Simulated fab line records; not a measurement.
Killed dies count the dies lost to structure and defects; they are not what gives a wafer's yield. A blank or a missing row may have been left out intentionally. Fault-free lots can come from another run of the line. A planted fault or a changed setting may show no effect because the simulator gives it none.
The tool behind it: which one? | flow gf180mcu | 13 lots with 39 wafers sampled at 3 steps, on a route of 602 steps

WHAT THE GAUGES READ, wafer by wafer
GF_M1_OVL_MEAS_15.
lot  | measured     | on         | M1_OVL (nm)
L254 | day 16 20:35 | overlay-02 | -13 -6 -9
L255 | day 17 09:29 | overlay-01 | -10 7 -2
L257 | day 18 00:23 | overlay-02 | 10 -3 -8
L258 | day 18 15:11 | overlay-02 | -6 -10 0
L263 | day 20 11:55 | overlay-01 | -10 -4 4
L264 | day 20 22:04 | overlay-01 | -10 -8 2
L269 | day 22 21:51 | overlay-01 | 3 -9 -2
L271 | day 23 10:55 | overlay-02 | -4 5 0
L272 | day 23 13:31 | overlay-02 | -14 -7 1
L273 | day 23 22:35 | overlay-01 | 0 -1 0
L274 | day 24 08:52 | overlay-02 | -6 -4 -2
L275 | day 24 15:29 | overlay-02 | -10 -12 -1
L277 | day 25 06:32 | overlay-02 | 4 1 2

GF_V1_THK_MEAS_01.
lot  | measured     | on            | V1_CVD_00_THK (nm)
L254 | day 16 21:22 | film_metro-04 | 598 594 605
L255 | day 17 10:22 | film_metro-04 | 601 601 605
L257 | day 18 01:15 | film_metro-02 | 609 611 600
L258 | day 18 15:56 | film_metro-02 | 595 598 596
L263 | day 20 12:43 | film_metro-03 | 612 613 599
L264 | day 20 22:50 | film_metro-03 | 602 619 599
L269 | day 22 22:49 | film_metro-02 | 597 595 601
L271 | day 23 11:40 | film_metro-02 | 594 596 599
L272 | day 23 14:16 | film_metro-02 | 596 588 606
L273 | day 23 23:21 | film_metro-04 | 588 585 591
L274 | day 24 09:38 | film_metro-04 | 599 588 590
L275 | day 24 16:15 | film_metro-04 | 606 610 611
L277 | day 25 07:17 | film_metro-04 | 611 612 608

WHICH TOOL RAN EACH LOT (tool, then ch and the chambers of the sampled wafers, then the start)
lot  | GF_CONTACT_CVD_24
L254 | cvd_w-01 ch 0,1, day 15 21:40
L255 | cvd_w-02 ch 0,1, day 16 10:00
L257 | cvd_w-02 ch 0,1, day 17 00:01
L258 | cvd_w-02 ch 0,1, day 17 14:52
L263 | cvd_w-01 ch 0,1, day 19 11:46
L264 | cvd_w-01 ch 0,1, day 19 20:41
L269 | cvd_w-02 ch 0,1, day 21 22:05
L271 | cvd_w-02 ch 0,1, day 22 11:21
L272 | cvd_w-02 ch 0,1, day 22 13:52
L273 | cvd_w-01 ch 0,1, day 22 23:22
L274 | cvd_w-02 ch 0,1, day 23 09:33
L275 | cvd_w-02 ch 0,1, day 23 15:57
L277 | cvd_w-02 ch 0,1, day 24 07:31
- GF_CONTACT_CVD_24: deposits W, target thk 300 nm, time 90.339 s.

AS READ BY THE TOOLS THEMSELVES (means over the sampled wafers that have a number; for cases with no such wafer, the mark the record gives instead)
GF_CONTACT_CVD_24.
lot  | tool     | heater_power_outer_w (W) | heater_power_w (W)
L254 | cvd_w-01 | 475                      | 808
L255 | cvd_w-02 | 458                      | 732
L257 | cvd_w-02 | 462                      | 739
L258 | cvd_w-02 | 476                      | 764
L263 | cvd_w-01 | 450                      | 766
L264 | cvd_w-01 | 451                      | 755
L269 | cvd_w-02 | 483                      | 777
L271 | cvd_w-02 | 487                      | 769
L272 | cvd_w-02 | 481                      | 763
L273 | cvd_w-01 | 457                      | 764
L274 | cvd_w-02 | 483                      | 767
L275 | cvd_w-02 | 493                      | 777
L277 | cvd_w-02 | 490                      | 771

THE ANSWER, worked out from the rows above alone
Rule: what is usual is taken from the lots themselves. The widest of any qualifying gaps counts: lots, ordered by their means at a reading, are off when they make up no more than a third of the lots, leave a main group of 4 or more, and stand apart from it by 3 or more times the standard deviation of that group's means. The tables above print the reading to a certain number of digits; a main group whose means all agree to those digits is not used. Also off: a lot with no number at a reading for which 4 or more lots have one. Where the step has rows for the other lots, those lots are counted as sound. First the gauges in route order, then the tools' own readings, where a lot's mean is used as printed above. At the first step where some lot is off, the reading lying furthest off is the one used; lots without a number count as furthest.
None of the lots is off at any reading shown; this tells nothing.

WHAT HAD BEEN PUT IN BY THE SIMULATOR
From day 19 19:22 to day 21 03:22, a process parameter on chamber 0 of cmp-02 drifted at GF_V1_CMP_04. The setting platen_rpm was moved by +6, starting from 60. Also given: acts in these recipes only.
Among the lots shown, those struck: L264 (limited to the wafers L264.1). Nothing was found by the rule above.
